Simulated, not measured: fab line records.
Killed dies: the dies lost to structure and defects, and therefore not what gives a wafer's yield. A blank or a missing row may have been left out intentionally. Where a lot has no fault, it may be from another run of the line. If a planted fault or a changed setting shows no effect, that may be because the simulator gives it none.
fab line records	flow sky130
record: lots: 6	wafers: 18	last-day: 50
route steps=708 shown PWDE@53 NWELL@56
lots untouched by any fault: they come from a run of this same line in which no faults occurred
start-h: the number of hours between the record's first day and the start of the first shown wafer of the lot	wait-h: hours elapsed since this lot's preceding step	" as in the row above	L1.1+2: one row covering several wafers at once	- either no value or no given start	* or withheld: withheld	< > ~ a bound
route shown NAME@n: NAME is a module with steps in the file, n the number in the route of the first one	usual: mean and standard deviation over wafers with no fault	same: alike in all rows	chamber/n: place in a boat	sites: each site's reading	_std_site: the standard deviation of these	_edge_site: outer sites' mean less inner sites'	radius-mm: for every site, how far away it sits from the centre of the wafer	mask NAME#n: copy n	behind: the last tool/chamber to shape the wafer	hold: why the lot was held/for how many hours/how that ended	device: which transistor (n, p or np) failed to switch	end of line: tests run on the same wafers once the route is complete	step lacking rows: just its recipe	killed: the dies lost at the first sort to structure and to defects; this is not the yield of the wafer	map: the dies of a wafer, with x for killed, . for not killed, _ for no die there
set.NAME: the setting the step ran with; set.NAME@STEP: the setting that earlier step ran with	model.NAME: the simulator's own value behind a step, which no gauge read
lots seen at some steps along the route; tables by step, rows by wafer
services: a tool's chamber out of use, with start hour (start-h, from the record's first day; less than 0 if before it), hours out, and reason
== steps ==
step: SKY_PWDE_IMPLANT_08
recipe: species: B	energy-kev: 150	dose-cm2: 3.6e+12	tilt-deg: withheld
step: SKY_PWDE_STRIP_09
recipe: chemistry: O2/N2	power-w: 1400	pressure-mtorr: 1500	platen-temp-c: withheld	o2-flow-sccm: 3000	n2-flow-sccm: 300	overash-fraction: 0.5
usual: drypump-motor-current-A: 5.4/0.41	oes-product-au: 0.722/0.0043	strip-time-to-endpoint-s: 36.93/0.088
lot.wafer	tool	chamber	start-h	wait-h	drypump-motor-current-A	oes-product-au	rf-hours-counter-h	strip-time-to-endpoint-s
L976.2	plasma-asher-01	1	99.31	0.1	5.0	0.722	43	37.05
L976.3	"	0	"	"	5.1	0.723	-	36.89
L976.4	"	1	"	"	5.0	0.718	-	36.82
L981.4	plasma-asher-03	1	123.93	0.1	5.3	0.729	-	36.94
L981.5	"	0	"	"	6.1	0.725	-	36.91
L981.6	"	1	"	"	5.3	0.721	-	36.97
L982.3	plasma-asher-03	1	129.65	0.1	5.3	0.717	-	36.88
L982.4	"	0	"	"	6.1	0.724	-	36.94
L982.6	"	0	"	"	6.1	0.712	-	37.01
L986.3	plasma-asher-02	1	152.38	0.1	5.7	0.728	-	36.92
L986.4	"	0	"	"	5.0	0.719	-	36.80
L986.5	"	0	"	"	4.9	0.720	-	36.91
L992.3	plasma-asher-01	0	189.45	0.1	5.1	0.718	-	36.88
L992.4	"	1	"	"	5.0	0.720	-	36.92
L992.6	"	1	"	"	5.0	0.722	-	36.86
L994.1	plasma-asher-01	1	197.65	0.1	5.0	0.719	53	36.88
L994.3	"	0	"	"	5.1	0.722	-	36.98
L994.6	"	0	"	"	5.1	0.727	-	36.95
step: SKY_PWDE_TW_MEAS_10
usual: PWDE_TW: 374.4/1.9
lot.wafer	tool	chamber	start-h	wait-h	PWDE_TW
L976.2	film-metro-01	-	99.42	0.1	372.5
L976.3	"	-	"	"	372.6
L976.4	"	-	"	"	373.6
L981.4	film-metro-03	-	124.03	0.1	376.7
L981.5	"	-	"	"	376.2
L981.6	"	-	"	"	378.2
L982.3	film-metro-03	-	129.73	0.1	379.0
L982.4	"	-	"	"	375.4
L982.6	"	-	"	"	378.6
L986.3	film-metro-02	-	152.47	0.1	373.5
L986.4	"	-	"	"	373.6
L986.5	"	-	"	"	373.4
L992.3	film-metro-02	-	189.53	0.1	373.9
L992.4	"	-	"	"	375.1
L992.6	"	-	"	"	374.0
L994.1	film-metro-01	-	197.75	0.1	374.2
L994.3	"	-	"	"	376.3
L994.6	"	-	"	"	377.1
step: SKY_NWELL_DEHYDRATE_03
recipe: temp-c: 200	time-s: 60
step: SKY_NWELL_HMDS_04
recipe: prime-time-s: 60	prime-temp-c: 120
step: SKY_NWELL_COAT_05
recipe: spin-rpm: 2000	resist-thk-nm: 3000
step: SKY_NWELL_SOFTBAKE_06
recipe: temp-c: 110	time-s: withheld
step: SKY_NWELL_EXPOSE_07
recipe: mask-id: NWM	na: 0.6	source-shape: conventional	sigma-outer: 0.6	polarization: unpolarized	target-cd-nm: 840	dose-mj: 255
step: SKY_NWELL_PEB_08
recipe: temp-c: 115	time-s: withheld
step: SKY_NWELL_DEVELOP_09
recipe: wall-angle-deg: 90	developer: TMAH	develop-time-s: 60	dev-temp-c: 23
step: SKY_NWELL_OVL_MEAS_10
usual: NWELL_00_OVL: -0.6/1.5
lot.wafer	tool	chamber	start-h	wait-h	NWELL_00_OVL[nm]
L976.2	overlay-02	-	117.07	-	0.9
L976.3	"	-	"	"	-0.1
L976.4	"	-	"	"	-0.4
L981.4	overlay-02	-	143.50	-	0.7
L981.5	"	-	"	"	-1.5
L981.6	"	-	"	"	0.3
L982.3	overlay-01	-	149.23	-	-1.9
L982.4	"	-	"	"	-0.5
L982.6	"	-	"	"	-2.4
L986.3	overlay-02	-	172.57	-	0.5
L986.4	"	-	"	"	-0.2
L986.5	"	-	"	"	0.8
L992.3	overlay-01	-	210.58	-	-0.6
L992.4	"	-	"	"	0.5
L992.6	"	-	"	"	0.2
L994.1	overlay-02	-	218.97	-	1.1
L994.3	"	-	"	"	1.0
L994.6	"	-	"	"	-1.0
step: SKY_NWELL_IMPLANT_11
recipe: species: P	energy-kev: 400	dose-cm2: 1.9e+13	tilt-deg: withheld
step: SKY_NWELL_IMPLANT_12
recipe: species: P	energy-kev: 120	dose-cm2: 1.3e+12	tilt-deg: withheld
usual: beam-energy-keV: 120.00/0.037	beam-on-s: 10.02/0.2
lot.wafer	tool	chamber	start-h	wait-h	beam-energy-keV	beam-on-s
L976.2	implanter-02	0	117.27	0.1	120.04	10.04
L976.3	"	0	"	"	120.03	9.99
L976.4	"	0	"	"	120.05	9.79
L981.4	implanter-03	-	143.74	0.1	-	-
L981.5	"	-	"	"	-	-
L981.6	"	-	"	"	-	-
L982.3	implanter-03	-	149.45	0.1	-	-
L982.4	"	-	"	"	-	-
L982.6	"	-	"	"	-	-
L986.3	implanter-03	0	172.80	0.1	119.96	9.67
L986.4	"	0	"	"	119.95	10.13
L986.5	"	0	"	"	120.01	9.99
L992.3	implanter-03	0	210.80	0.1	119.98	10.01
L992.4	"	0	"	"	120.00	10.21
L992.6	"	0	"	"	119.96	10.06
L994.1	implanter-03	0	219.15	0.1	119.95	9.85
L994.3	"	0	"	"	120.00	9.83
L994.6	"	0	"	"	120.00	10.18
step: SKY_NWELL_IMPLANT_13
recipe: species: P	energy-kev: 50	dose-cm2: 7e+11	tilt-deg: withheld
step: SKY_NWELL_STRIP_14
recipe: chemistry: O2/N2	power-w: 1400	pressure-mtorr: 1500	platen-temp-c: withheld	o2-flow-sccm: 3000	n2-flow-sccm: 300	overash-fraction: 0.5
usual: drypump-motor-current-A: 5.5/0.41	oes-product-au: 0.722/0.0047	strip-time-to-endpoint-s: 36.94/0.12
lot.wafer	tool	chamber	start-h	wait-h	drypump-motor-current-A	oes-product-au	rf-hours-counter-h	strip-time-to-endpoint-s
L976.2	plasma-asher-02	0	117.55	0.1	4.9	0.720	31	36.77
L976.3	"	0	"	"	4.9	0.724	-	36.92
L976.4	"	1	"	"	5.7	0.718	-	36.94
L981.4	plasma-asher-03	0	144.00	0.1	6.1	0.731	-	36.72
L981.5	"	0	"	"	6.1	0.722	-	36.71
L981.6	"	1	"	"	5.3	0.720	-	36.68
L982.3	plasma-asher-03	0	149.74	0.1	6.1	0.722	-	36.93
L982.4	"	1	"	"	5.3	0.723	-	37.03
L982.6	"	1	"	"	5.3	0.722	-	36.87
L986.3	plasma-asher-02	1	173.08	0.1	5.7	0.723	-	37.07
L986.4	"	0	"	"	4.9	0.720	-	37.01
L986.5	"	1	"	"	5.7	0.727	-	37.04
L992.3	plasma-asher-02	0	211.09	0.1	4.9	0.718	-	36.89
L992.4	"	1	"	"	5.7	0.722	-	36.77
L992.6	"	0	"	"	4.9	0.724	-	36.92
L994.1	plasma-asher-03	1	219.45	0.1	5.3	0.728	53	36.83
L994.3	"	0	"	"	6.1	0.724	-	36.73
L994.6	"	1	"	"	5.3	0.727	-	36.84
step: SKY_NWELL_TW_MEAS_15
usual: NWELL_TW: 1821/11
lot.wafer	tool	chamber	start-h	wait-h	NWELL_TW
L976.2	film-metro-03	-	117.66	0.1	1837
L976.3	"	-	"	"	1837
L976.4	"	-	"	"	1836
L981.4	film-metro-02	-	144.09	0.1	1790
L981.5	"	-	"	"	1815
L981.6	"	-	"	"	1804
L982.3	film-metro-01	-	149.82	0.1	1791
L982.4	"	-	"	"	1787
L982.6	"	-	"	"	1798
L986.3	film-metro-02	-	173.17	0.1	1830
L986.4	"	-	"	"	1820
L986.5	"	-	"	"	1826
L992.3	film-metro-02	-	211.17	0.1	1830
L992.4	"	-	"	"	1827
L992.6	"	-	"	"	1822
L994.1	film-metro-02	-	219.55	0.1	1819
L994.3	"	-	"	"	1831
L994.6	"	-	"	"	1825
step: SKY_NWELL_DEHYDRATE_16
recipe: temp-c: 200	time-s: 60
step: SKY_NWELL_HMDS_17
recipe: prime-time-s: 60	prime-temp-c: 120
step: SKY_NWELL_COAT_18
recipe: spin-rpm: 2000	resist-thk-nm: 3000
step: SKY_NWELL_SOFTBAKE_19
recipe: temp-c: 110	time-s: withheld
step: SKY_NWELL_EXPOSE_20
recipe: mask-id: NWM_COMPLEMENT	na: 0.6	source-shape: conventional	sigma-outer: 0.6	polarization: unpolarized	target-cd-nm: 840	dose-mj: 260
step: SKY_NWELL_PEB_21
recipe: temp-c: 115	time-s: withheld
step: SKY_NWELL_DEVELOP_22
recipe: wall-angle-deg: 90	developer: TMAH	develop-time-s: 60	dev-temp-c: 23
step: SKY_NWELL_OVL_MEAS_23
usual: NWELL_01_OVL: -0.2/1.6
lot.wafer	tool	chamber	start-h	wait-h	NWELL_01_OVL[nm]
L976.2	overlay-01	-	136.13	-	-3.5
L976.3	"	-	"	"	-2.9
L976.4	"	-	"	"	-3.1
L981.4	overlay-02	-	163.79	-	1.7
L981.5	"	-	"	"	2.0
L981.6	"	-	"	"	2.6
L982.3	overlay-02	-	170.08	-	0.3
L982.4	"	-	"	"	0.4
L982.6	"	-	"	"	1.0
L986.3	overlay-02	-	192.99	-	-2.8
L986.4	"	-	"	"	-2.0
L986.5	"	-	"	"	-2.4
L992.3	overlay-01	-	233.23	-	-0.9
L992.4	"	-	"	"	-0.5
L992.6	"	-	"	"	0.6
L994.1	overlay-01	-	241.98	-	1.4
L994.3	"	-	"	"	0.2
L994.6	"	-	"	"	0.3
step: SKY_NWELL_IMPLANT_24
recipe: species: B	energy-kev: 140	dose-cm2: 9.2e+12	tilt-deg: withheld
step: SKY_NWELL_STRIP_25
recipe: chemistry: O2/N2	power-w: 1400	pressure-mtorr: 1500	platen-temp-c: withheld	o2-flow-sccm: 3000	n2-flow-sccm: 300	overash-fraction: 0.5
usual: drypump-motor-current-A: 5.5/0.38	oes-product-au: 0.722/0.0051	strip-time-to-endpoint-s: 36.91/0.11
lot.wafer	tool	chamber	start-h	wait-h	drypump-motor-current-A	oes-product-au	rf-hours-counter-h	strip-time-to-endpoint-s
L976.2	plasma-asher-03	0	136.31	0.1	6.1	0.714	45	36.96
L976.3	"	1	"	"	5.3	0.725	-	37.00
L976.4	"	0	"	"	6.1	0.718	-	36.87
L981.4	plasma-asher-02	1	163.99	0.1	5.7	0.725	-	36.95
L981.5	"	1	"	"	5.7	0.718	-	36.87
L981.6	"	0	"	"	4.9	0.721	-	36.90
L982.3	plasma-asher-02	1	170.28	0.1	5.7	0.723	-	36.91
L982.4	"	0	"	"	4.9	0.721	-	36.87
L982.6	"	0	"	"	4.9	0.725	-	37.01
L986.3	plasma-asher-02	0	193.20	0.1	4.9	0.736	-	36.87
L986.4	"	1	"	"	5.7	0.723	-	36.85
L986.5	"	0	"	"	4.9	0.723	-	36.81
L992.3	plasma-asher-03	1	233.44	0.1	5.3	0.720	-	36.85
L992.4	"	0	"	"	6.1	0.721	-	36.83
L992.6	"	0	"	"	6.1	0.711	-	36.85
L994.1	plasma-asher-03	1	242.16	0.1	5.3	0.720	56	36.83
L994.3	"	1	"	"	5.3	0.727	-	37.01
L994.6	"	0	"	"	6.1	0.725	-	36.96
step: SKY_NWELL_TW_MEAS_26
usual: NWELL_2_TW: 497/3.1
lot.wafer	tool	chamber	start-h	wait-h	NWELL_2_TW
L976.2	film-metro-03	-	136.42	0.1	504
L976.3	"	-	"	"	500
L976.4	"	-	"	"	503
L981.4	film-metro-01	-	164.08	0.1	494
L981.5	"	-	"	"	495
L981.6	"	-	"	"	496
L982.3	film-metro-02	-	170.37	0.1	494
L982.4	"	-	"	"	501
L982.6	"	-	"	"	499
L986.3	film-metro-02	-	193.28	0.1	494
L986.4	"	-	"	"	495
L986.5	"	-	"	"	493
L992.3	film-metro-01	-	233.52	0.1	495
L992.4	"	-	"	"	496
L992.6	"	-	"	"	493
L994.1	film-metro-01	-	242.26	0.1	498
L994.3	"	-	"	"	500
L994.6	"	-	"	"	499
step: SKY_NWELL_CLEAN_27
recipe: chemistry: SC1/SC2	mix: 1:4:20	temp-c: 70	time-s: 150	dry: n2-spin
step: SKY_NWELL_RTA_28
recipe: temp-c: 1050	time-s: 30	idle-temp-c: 650	ramp-up-c-per-s: 150	ramp-down-c-per-s: 90	ambient: N2
usual: chamber-o2-ppm: 2.001/0.024	lamp-power-pct: 25.31/0.058	wafer_temp_C_max: 1054.9/1.1
lot.wafer	tool	chamber	start-h	wait-h	chamber-o2-ppm	lamp-power-pct	wafer_temp_C_max
L976.2	rtp-anneal-02	0	136.55	0.0	1.993	25.31	1056.1
L976.3	"	0	"	"	2.004	25.25	1053.6
L976.4	"	0	"	"	2.011	25.30	1054.3
L981.4	rtp-anneal-01	0	164.21	0.1	2.026	25.31	1055.4
L981.5	"	0	"	"	2.047	25.37	1055.0
L981.6	"	0	"	"	2.036	25.46	1053.5
L982.3	rtp-anneal-01	0	170.49	0.0	1.991	25.31	1055.0
L982.4	"	0	"	"	2.002	25.21	1054.6
L982.6	"	0	"	"	1.999	25.27	1054.4
L986.3	rtp-anneal-02	0	193.41	0.0	2.011	25.38	1053.9
L986.4	"	0	"	"	2.003	25.27	1054.0
L986.5	"	0	"	"	1.995	25.29	1056.1
L992.3	rtp-anneal-01	0	233.65	0.0	2.012	25.23	1055.3
L992.4	"	0	"	"	1.992	25.30	1054.2
L992.6	"	0	"	"	2.004	25.37	1056.3
L994.1	rtp-anneal-01	0	242.37	0.0	1.983	25.31	1052.9
L994.3	"	0	"	"	1.977	25.24	1054.9
L994.6	"	0	"	"	1.995	25.29	1054.9
step: SKY_NWELL_RS_MEAS_29
recipe: thk-meas-gauge: four-point-probe
usual: NWELL_RS: 624.8/1.5
lot.wafer	tool	chamber	start-h	wait-h	NWELL_RS[ohm/sq]
L976.2	film-metro-01	-	136.65	0.1	624.3
L976.3	"	-	"	"	623.5
L976.4	"	-	"	"	625.9
L981.4	film-metro-01	-	164.32	0.1	669.7
L981.5	"	-	"	"	667.1
L981.6	"	-	"	"	668.1
L982.3	film-metro-02	-	170.60	0.1	667.6
L982.4	"	-	"	"	670.8
L982.6	"	-	"	"	668.8
L986.3	film-metro-03	-	193.51	0.1	624.4
L986.4	"	-	"	"	624.3
L986.5	"	-	"	"	625.6
L992.3	film-metro-01	-	233.75	0.1	620.6
L992.4	"	-	"	"	620.9
L992.6	"	-	"	"	622.2
L994.1	film-metro-02	-	242.47	0.1	626.3
L994.3	"	-	"	"	626.1
L994.6	"	-	"	"	627.7
== services ==
tool	chamber	start-h	hours	kind
plasma-asher-02	-	145.49	0.8	repair
rtp-anneal-01	-	191.78	4.5	pm
plasma-asher-02	-	203.49	2.8	pm
implanter-03	-	233.40	4.8	pm
== key ==
first-sign: step: SKY_NWELL_IMPLANT_12	reading: tool-record	direction: missing
effect: step: SKY_NWELL_TW_MEAS_15	reading: NWELL_TW	direction: down	sigmas: 2	usual: 1821	struck: 1798
effect: step: SKY_NWELL_RS_MEAS_29	reading: NWELL_RS	direction: up	sigmas: 29	usual: 624.8	struck: 668.7
met-at SKY_NWELL_IMPLANT_12
struck-wafers L981.4,L981.5,L981.6,L982.3,L982.4,L982.6
later-rows-left-out L981.4,L981.5,L981.6,L982.3,L982.4,L982.6
sort-left-out L981.4,L981.5,L981.6,L982.3,L982.4,L982.6
tester-left-out L981,L982
fault: kind: skipped-step-whole	tool: implanter-03	chamber: -	onset-h: 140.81	steps: SKY_NWELL_IMPLANT_12	scope: struck-lots-only
tester-left-out: of these lots the tester's yield and bins aren't shown, on N5 and GAA mostly nor the transistor test; their killed dies are dies lost to structure and defects alone, not to doping, threshold or leakage, so they don't give the yield
sort-left-out: the simulated sort isn't trusted on such a fault, so these wafers' sort isn't shown, and their yield isn't known
later-rows-left-out: the simulator's readings of these wafers behind a module that went badly wrong aren't trusted and aren't shown, but for the sort
